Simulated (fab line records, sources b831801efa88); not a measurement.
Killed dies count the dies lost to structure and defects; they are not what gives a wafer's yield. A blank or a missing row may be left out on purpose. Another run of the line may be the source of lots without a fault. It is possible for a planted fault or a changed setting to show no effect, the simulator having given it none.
2 desks, one fault | flow gf180mcu | each desk holds nothing but its own numbers, with what lay behind them at the end

METROLOGY DESK
Means of the sampled wafers that have a number, per lot and without regard to the tool the lot ran on: this is what the gauges read. Any lot whose mean is over 4 standard deviations away from the usual mean is out of limits and marked OUT; that distance is given in the brackets.
Columns: A = cd nm at GF_M1_CD_MEAS_14, usual 229.8 nm
lot  | first seen here | A
L851 | day 18 01:14    | 227.9
L853 | day 18 17:54    | 229.4
L857 | day 20 09:09    | 226.8
L861 | day 22 08:41    | 230.1
L862 | day 22 11:04    | 229.0
L863 | day 22 17:29    | 230.3
L864 | day 23 01:02    | 230.9
L865 | day 23 12:14    | 229.9
L866 | day 23 20:08    | 227.8
L867 | day 24 02:50    | 230.3
L869 | day 24 17:24    | 228.4
L870 | day 25 01:45    | 229.7
L871 | day 25 07:54    | 231.7
This desk's finding: nothing out of limits on any of the 13 lots.

TOOL OWNER'S DESK, rie diel-04
The tool's own readings at GF_HV_LDD_ETCHBACK_58 (etches Si3N4 in CH3F/O2, stops on SiO2, time 100 s, target depth 90 nm): means of the sampled wafers that have a number, for each lot that ran on this tool. Any lot whose mean is over 4 standard deviations away from the usual mean is out of limits and marked OUT; that distance is given in the brackets.
Columns: A = drypump motor current A at GF_HV_LDD_ETCHBACK_58, usual 5.7 A; B = oes product au at GF_HV_LDD_ETCHBACK_58, usual 0.844 a.u.; C = run length s at GF_HV_LDD_ETCHBACK_58, usual 128.2 s; D = throttle valve pct at GF_HV_LDD_ETCHBACK_58, usual 10.562 %
lot  | first seen here | A   | B                | C               | D
L851 | day 13 09:07    | 6.2 | 0.854            | 128.5           | 10.554
L853 | day 13 23:07    | 5.5 | 0.793 (-7.5) OUT | 143.7 (+39) OUT | 10.558
L857 | day 15 11:31    | 5.5 | 0.812 (-4.8) OUT | 135.9 (+19) OUT | 10.559
L869 | day 19 17:43    | 5.8 | 0.836            | 128.3           | 10.557
L870 | day 20 01:04    | 5.5 | 0.849            | 128.1           | 10.560
L871 | day 20 08:39    | 5.5 | 0.838            | 128.1           | 10.556
Finding of this desk: L853, L857 out of limits; the first was L853 at day 13 23:07, on oes product au at GF_HV_LDD_ETCHBACK_58. L851, L869, L870, L871: within limits.

BROUGHT TOGETHER
On L853, L857, at day 13 23:07, an alarm was possible from the tool owner's desk.
The metrology desk saw nothing out of limits.
The metrology desk holds a record of L853, L857, inside its limits.
The lots listed all ran GF_HV_LDD_ETCHBACK_58 on rie diel-04.

WHAT THE SIMULATOR HAD INSERTED
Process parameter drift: rie diel-04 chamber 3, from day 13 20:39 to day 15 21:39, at GF_HV_LDD_ETCHBACK_58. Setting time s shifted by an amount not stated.
Shown lots that were struck: L853, L857.
Delay in hours, fault start to first out-of-limits reading, by desk: the tool owner's desk at 2.
